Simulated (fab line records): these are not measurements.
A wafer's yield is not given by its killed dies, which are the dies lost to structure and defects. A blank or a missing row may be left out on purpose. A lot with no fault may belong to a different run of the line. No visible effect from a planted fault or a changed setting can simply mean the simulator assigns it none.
Which tool is to blame? | flow gf180mcu | 36 wafers from 12 lots sampled at 6 of the route's 602 steps

WHAT EACH GAUGE READ, for each wafer
GF_HV_LDD_OVL_MEAS_20. Usual: HV_LDD_01_OVL -0.3 nm, standard deviation 1.6.
lot  | measured     | on         | HV_LDD_01_OVL (nm) | flag
L677 | day 10 14:38 | overlay-02 | 1.0 0.2 1.6        |
L679 | day 11 03:22 | overlay-01 | -2.2 -1.7 -0.8     |
L682 | day 12 04:00 | overlay-02 | -1.8 1.0 -0.4      |
L685 | day 13 17:57 | overlay-02 | 1.6 -0.3 0.9       |
L687 | day 14 04:42 | overlay-01 | 2.1 1.5 1.4        |
L689 | day 14 20:02 | overlay-02 | -1.3 -1.4 -1.6     |
L691 | day 15 14:45 | overlay-02 | -2.4 -4.1 -3.0     |
L693 | day 15 20:16 | overlay-02 | -0.4 -0.3 1.1      |
L696 | day 17 05:43 | overlay-02 | 0.6 -0.2 -0.2      |
L697 | day 17 07:37 | overlay-02 | -1.4 -0.6 -1.2     |
L698 | day 17 10:03 | overlay-02 | -0.3 0.8 -0.2      |
L700 | day 18 01:43 | overlay-01 | -4.1 -2.9 -3.3     |

GF_HV_LDD_OVL_MEAS_32. Usual: HV_LDD_02_OVL 0.4 nm, standard deviation 1.3.
lot  | measured     | on         | HV_LDD_02_OVL (nm) | flag
L677 | day 11 09:05 | overlay-02 | -1.4 -0.1 -0.4     |
L679 | day 11 22:08 | overlay-01 | 0.8 -0.7 1.5       |
L682 | day 12 23:33 | overlay-01 | -0.6 -0.7 0.8      |
L685 | day 14 14:55 | overlay-02 | 0.4 0.1 0.7        |
L687 | day 15 02:00 | overlay-01 | -0.5 0.7 -0.3      |
L689 | day 15 17:29 | overlay-02 | -1.1 0.1 0.0       |
L691 | day 16 13:20 | overlay-01 | -1.0 0.8 0.7       |
L693 | day 16 18:33 | overlay-02 | -1.5 -1.0 -1.1     |
L696 | day 18 05:43 | overlay-02 | -1.4 0.2 -0.9      |
L697 | day 18 07:30 | overlay-01 | -2.9 0.0 -1.5      |
L698 | day 18 09:19 | overlay-01 | -0.1 1.3 -0.7      |
L700 | day 19 01:40 | overlay-02 | 3.2 1.8 3.5        |

GF_PSD_RS_MEAS_14: a four-point-probe measurement. Usual: NSD_RS 46.09 ohm/sq, standard deviation 0.099.
lot  | measured     | on            | NSD_RS (ohm/sq)   | flag
L677 | day 13 23:55 | film metro-01 | 45.93 45.98 46.02 |
L679 | day 14 16:11 | film metro-03 | 46.13 46.04 46.04 |
L682 | day 15 16:59 | film metro-01 | 46.03 46.05 46.00 |
L685 | day 17 13:19 | film metro-04 | 46.19 46.30 46.17 |
L687 | day 18 01:52 | film metro-04 | 46.21 46.31 46.30 |
L689 | day 18 20:06 | film metro-01 | 46.20 46.10 46.12 |
L691 | day 19 18:31 | film metro-03 | 44.82 44.75 44.73 | OFF
L693 | day 19 23:44 | film metro-03 | 44.52 44.58 44.58 | OFF
L696 | day 21 09:19 | film metro-04 | 46.19 46.10 46.16 |
L697 | day 21 12:23 | film metro-03 | 46.02 46.08 46.14 |
L698 | day 21 13:58 | film metro-03 | 46.10 46.02 46.16 |
L700 | day 22 06:13 | film metro-03 | 46.08 46.10 46.08 |

EACH LOT AND THE TOOL THAT RAN IT (in order: tool; ch and the chambers of the sampled wafers; start)
lot  | GF_HV_LDD_RTA_52                 | GF_NSD_IMPLANT_09               | GF_NSD_STRIP_11
L677 | rtp anneal-02 ch 0, day 12 05:26 | implanter-02 ch 0, day 13 03:32 | plasma asher-04 ch 0,1, day 13 03:50
L679 | rtp anneal-02 ch 0, day 12 18:31 | implanter-02 ch 0, day 13 18:32 | plasma asher-03 ch 0,1, day 13 18:49
L682 | rtp anneal-01 ch 0, day 13 19:55 | implanter-04 ch 0, day 14 19:03 | plasma asher-02 ch 0,1, day 14 19:19
L685 | rtp anneal-02 ch 0, day 15 13:05 | implanter-02 ch 0, day 16 13:44 | plasma asher-02 ch 0,1, day 16 14:01
L687 | rtp anneal-02 ch 0, day 16 00:24 | implanter-01 ch 0, day 17 01:51 | plasma asher-02 ch 0,1, day 17 02:07
L689 | rtp anneal-01 ch 0, day 16 16:38 | implanter-04 ch 0, day 17 19:17 | plasma asher-04 ch 0,1, day 17 19:35
L691 | rtp anneal-02 ch 0, day 17 13:32 | implanter-04 ch 0, day 18 17:31 | plasma asher-02 ch 0,1, day 18 17:48
L693 | rtp anneal-02 ch 0, day 17 19:25 | implanter-04 ch 0, day 18 22:32 | plasma asher-02 ch 0,1, day 18 22:47
L696 | rtp anneal-01 ch 0, day 19 06:20 | implanter-01 ch 0, day 20 09:07 | plasma asher-02 ch 0,1, day 20 09:25
L697 | rtp anneal-01 ch 0, day 19 08:38 | implanter-01 ch 0, day 20 11:39 | plasma asher-04 ch 0,1, day 20 11:55
L698 | rtp anneal-02 ch 0, day 19 10:08 | implanter-01 ch 0, day 20 12:47 | plasma asher-04 ch 0,1, day 20 13:04
L700 | rtp anneal-01 ch 0, day 20 03:09 | implanter-01 ch 0, day 21 05:38 | plasma asher-03 ch 0, day 21 05:54
- GF_HV_LDD_RTA_52: time 10 s.
- GF_NSD_IMPLANT_09
- GF_NSD_STRIP_11: strips in O2/N2.

WHAT THE TOOLS THEMSELVES READ (means of the sampled wafers that have a number; where no wafer has one, the mark that the record gives instead)
GF_HV_LDD_RTA_52. Usual: lamp power pct 32.7 %, standard deviation 0.75; wafer_temp_C_max 1005.2, standard deviation 2.8.
lot  | tool          | lamp power pct (%) | wafer_temp_C_max | flag
L677 | rtp anneal-02 | 33.3               | 1002.5           |
L679 | rtp anneal-02 | 33.3               | 1003.1           |
L682 | rtp anneal-01 | 31.8               | 1009.1           |
L685 | rtp anneal-02 | 33.3               | 1003.0           |
L687 | rtp anneal-02 | 33.3               | 1002.8           |
L689 | rtp anneal-01 | 31.8               | 1008.4           |
L691 | rtp anneal-02 | 33.3               | 1003.2           |
L693 | rtp anneal-02 | 33.3               | 1002.7           |
L696 | rtp anneal-01 | 31.8               | 1007.7           |
L697 | rtp anneal-01 | 31.8               | 1010.0           |
L698 | rtp anneal-02 | 33.3               | 1003.0           |
L700 | rtp anneal-01 | 31.8               | 1009.0           |

GF_NSD_IMPLANT_09. Usual: beam on s 17.2 s, standard deviation 2; dose ions cm2 4e+15, standard deviation 4.6e+12.
lot  | tool         | beam on s (s) | dose ions cm2 | flag
L677 | implanter-02 | 18.0          | 4e+15         |
L679 | implanter-02 | 17.9          | 4e+15         |
L682 | implanter-04 | 19.0          | 4e+15         |
L685 | implanter-02 | 18.2          | 4e+15         |
L687 | implanter-01 | 14.7          | 4e+15         |
L689 | implanter-04 | 18.9          | 4e+15         |
L691 | implanter-04 | 26.7          | 6e+15         | OFF
L693 | implanter-04 | 27.3          | 6e+15         | OFF
L696 | implanter-01 | 14.9          | 4e+15         |
L697 | implanter-01 | 14.8          | 4e+15         |
L698 | implanter-01 | 14.7          | 4e+15         |
L700 | implanter-01 | 14.7          | 4e+15         |

GF_NSD_STRIP_11. Usual: drypump motor current A 5.7 A, standard deviation 0.5; heater power w 341 W, standard deviation 27; oes product au 0.489 a.u., standard deviation 0.0043; strip time to endpoint s 23.12 s, standard deviation 0.039.
lot  | tool            | drypump motor current A (A) | heater power w (W) | oes product au (a.u.) | strip time to endpoint s (s) | flag
L677 | plasma asher-04 | 5.1                         | 292                | 0.488                 | 23.13                        |
L679 | plasma asher-03 | 6.2                         | 329                | 0.486                 | 23.12                        |
L682 | plasma asher-02 | 5.8                         | 359                | 0.493                 | 23.16                        |
L685 | plasma asher-02 | 5.8                         | 359                | 0.489                 | 23.11                        |
L687 | plasma asher-02 | 5.5                         | 357                | 0.488                 | 23.07                        |
L689 | plasma asher-04 | 5.4                         | 304                | 0.490                 | 23.15                        |
L691 | plasma asher-02 | 5.7                         | 357                | 0.478                 | 23.93                        | OFF
L693 | plasma asher-02 | 5.8                         | 360                | 0.479                 | 23.99                        | OFF
L696 | plasma asher-02 | 5.8                         | 356                | 0.492                 | 23.13                        |
L697 | plasma asher-04 | 5.1                         | 293                | 0.490                 | 23.11                        |
L698 | plasma asher-04 | 5.4                         | 300                | 0.490                 | 23.12                        |
L700 | plasma asher-03 | 6.2                         | 320                | 0.486                 | 23.09                        |

THE ANSWER, worked out from the rows above alone
Rule: lot off if the mean of its wafers having a number is beyond 3 standard deviations from the usual mean. A lot without any number at a reading at which 4 lots or more have one is off too. All remaining lots with rows at the step are treated as sound. The gauges are gone through in route order, then the tools' own readings, and for those a lot's mean is taken as printed above. At the first step where some lot is off, the reading lying furthest off is the one used; lots without a number count as furthest.
Off: at GF_PSD_RS_MEAS_14 (NSD_RS), L691, L693.
If a tool, at a process step before that reading, ran all the lots that are off and no sound lot after the first of them, it fits. Not tried: the gauges at GF_PSD_RS_MEAS_14; whatever is off there is also off at GF_NSD_IMPLANT_09, on other tools, and gauge error can't account for it. One fits: GF_NSD_IMPLANT_09 on implanter-04. Its last sound lot is L689 (day 17 19:17), its first lot that is off L691 (day 18 17:31): a fault that began between those two fits.
The tool's own readings at GF_NSD_IMPLANT_09 bear it out: on the lots that are off they differ by more than 5 times the standard deviation of the sound lots' means. beam on s reads 27.0 s there against 16.6 s on the sound lots; dose ions cm2 reads 6e+15 there against 4e+15 on the sound lots.

WHAT THE SIMULATOR PUT IN
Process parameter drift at GF_NSD_IMPLANT_09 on implanter-04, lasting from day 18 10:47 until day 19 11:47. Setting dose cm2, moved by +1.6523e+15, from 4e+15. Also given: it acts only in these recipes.
Shown lots that were struck: L691, L693. Same finding as the rule above.
